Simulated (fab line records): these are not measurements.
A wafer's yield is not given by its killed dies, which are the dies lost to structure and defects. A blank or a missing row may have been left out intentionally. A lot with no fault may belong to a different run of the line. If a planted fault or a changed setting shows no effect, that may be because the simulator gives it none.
A struck lot beside a sound one ; flow sky130 ; 16 out of 708 route steps
Sound: wafers L203.2, L203.3, L203.4. The struck wafers were L209.1, L209.4, L209.5. The cause comes at the end.
Each step with rows lists, per side, the tool, then ch with its chambers, then its first start. Under that, the readings that differ: sound wafers ; struck wafers ; difference of the means ; sigmas: that difference in standard deviations of wafers without a fault.
alike: readings with means less than 2 such deviations apart, plus words and numbers identical on both sides. not compared: withheld readings, readings lacking a value on some wafer, bounds such as >300 that could conceal the same value, and numbers that have no deviation in the record and whose values overlap.
Wherever a step has rows on one side only, a row that says differs or no value, or a row with sigmas, the two part there. When numbers do not overlap yet have no deviation, they are printed without sigmas and do not part them. A reading missing from all wafers of one side parts the sides only when that side holds two or more wafers.

first, 5 steps without rows for these wafers: SKY_SONOS_TUNNEL_COAT_02 (resist thk 1140 nm); SKY_SONOS_TUNNEL_SOFTBAKE_03 (time 60 s); SKY_SONOS_TUNNEL_EXPOSE_04 (exposes mask TUNM, target cd 410 nm); SKY_SONOS_TUNNEL_PEB_05; SKY_SONOS_TUNNEL_DEVELOP_06 (develop time 60 s).
SKY_SONOS_TUNNEL_CD_MEAS_07: target cd 410 nm.
  sound on cdSem-01 at day 11 07:07; struck on cdSem-01 at day 13 06:54
  alike: cdNm
SKY_SONOS_TUNNEL_OVL_MEAS_08:
  sound on overlay-01 at day 11 07:14; struck on overlay-02 at day 13 07:01
  alike: SONOS_TUNNEL_OVL
then, 3 steps without rows for these wafers: SKY_SONOS_TUNNEL_IMPLANT_09; SKY_SONOS_TUNNEL_WET_ETCH_10 (etches SiO2 in dHF, target depth 14 nm, time 280 s); SKY_SONOS_TUNNEL_STRIP_11 (strips in SPM, time 600 s).
SKY_SONOS_TUNNEL_TW_MEAS_12:
  sound on filmMetro-01 at day 11 07:41; struck on filmMetro-03 at day 13 07:30
reading;sound;struck;difference;sigmas
SONOS_TUNNEL_TW;197.0 197.2 196.6;201.5 201.1 201.5;+4.4;+3
then, 1 step without rows for these wafers: SKY_SONOS_TUNNEL_CLEAN_13 (cleans in dHF, time 20 s).
SKY_SONOS_ONO_OXIDATION_00: stabilise 600 s, purge 300 s, target thk 2.6 nm.
  sound on furnace-01 ch 0, day 11 08:14; struck on furnace-02 ch 0, day 13 12:46
reading;sound;struck;difference;sigmas
oxTimeS (s);1249 1249 1249;1498.8 1498.8 1498.8;+249.8;
model.SiO2_of_SONOS_ONO_OXIDATION_00.thkNm (nm);2.661 2.632 2.631;2.921 2.962 2.921;+0.293;
  alike: rampUpCPerMin, spikeTcLowerC
SKY_SONOS_ONO_THK_MEAS_01:
  sound on filmMetro-03 at day 11 09:35; struck on filmMetro-04 at day 13 14:07
reading;sound;struck;difference;sigmas
SONOS_ONO_OXIDATION_THK (nm);2.63 2.58 2.65;2.91 2.98 2.96;+0.33;+5
then, 1 step without rows for these wafers: SKY_SONOS_ONO_CVD_02 (deposits Si3N4 from DCS/NH3, target thk 10.5 nm, time 180 s).
-- here the record skips 34 days between the struck wafers' starts before and after, leaving off in module SONOS_ONO and picking up in module PAD_OPEN (first step shown: number 708 of the route) --
SKY_PAD_OPEN_PROBE_99:
  sound on prober-01 at day 45 16:22; struck on prober-01 at day 47 13:36
reading;sound;struck;difference;sigmas
model.etest.capOno.gateLog10ACm2;-7.752 -7.817 -7.827;-8.058 -8.294 -8.093;-0.350;
model.etest.capOno.toxAccNm (nm);12.72 12.8 12.83;12.97 13.17 13.01;+0.27;
model.etest.sonosErased.vtV (V);-2.327 -2.29 -2.301;-2.011 -1.906 -2.076;+0.308;
  alike: killed_at_M0_to_M3, killed_at_M4_up, killedAtContacts, killedAtFrontEnd, killedAtOther, killedDies, killedOpen, killedShort
  not compared: model.etest.sonosErased.driveUaUm, model.etest.sonosBaked.vtLessV, model.etest.sonosProgrammed.vtV

== WHERE THEY PART ==
Last at SKY_SONOS_ONO_THK_MEAS_01 as far as this record goes, first at SKY_SONOS_TUNNEL_TW_MEAS_12. Later steps at which nothing parts them and some readings are alike: SKY_PAD_OPEN_PROBE_99.

WHY: whatever the simulator had introduced
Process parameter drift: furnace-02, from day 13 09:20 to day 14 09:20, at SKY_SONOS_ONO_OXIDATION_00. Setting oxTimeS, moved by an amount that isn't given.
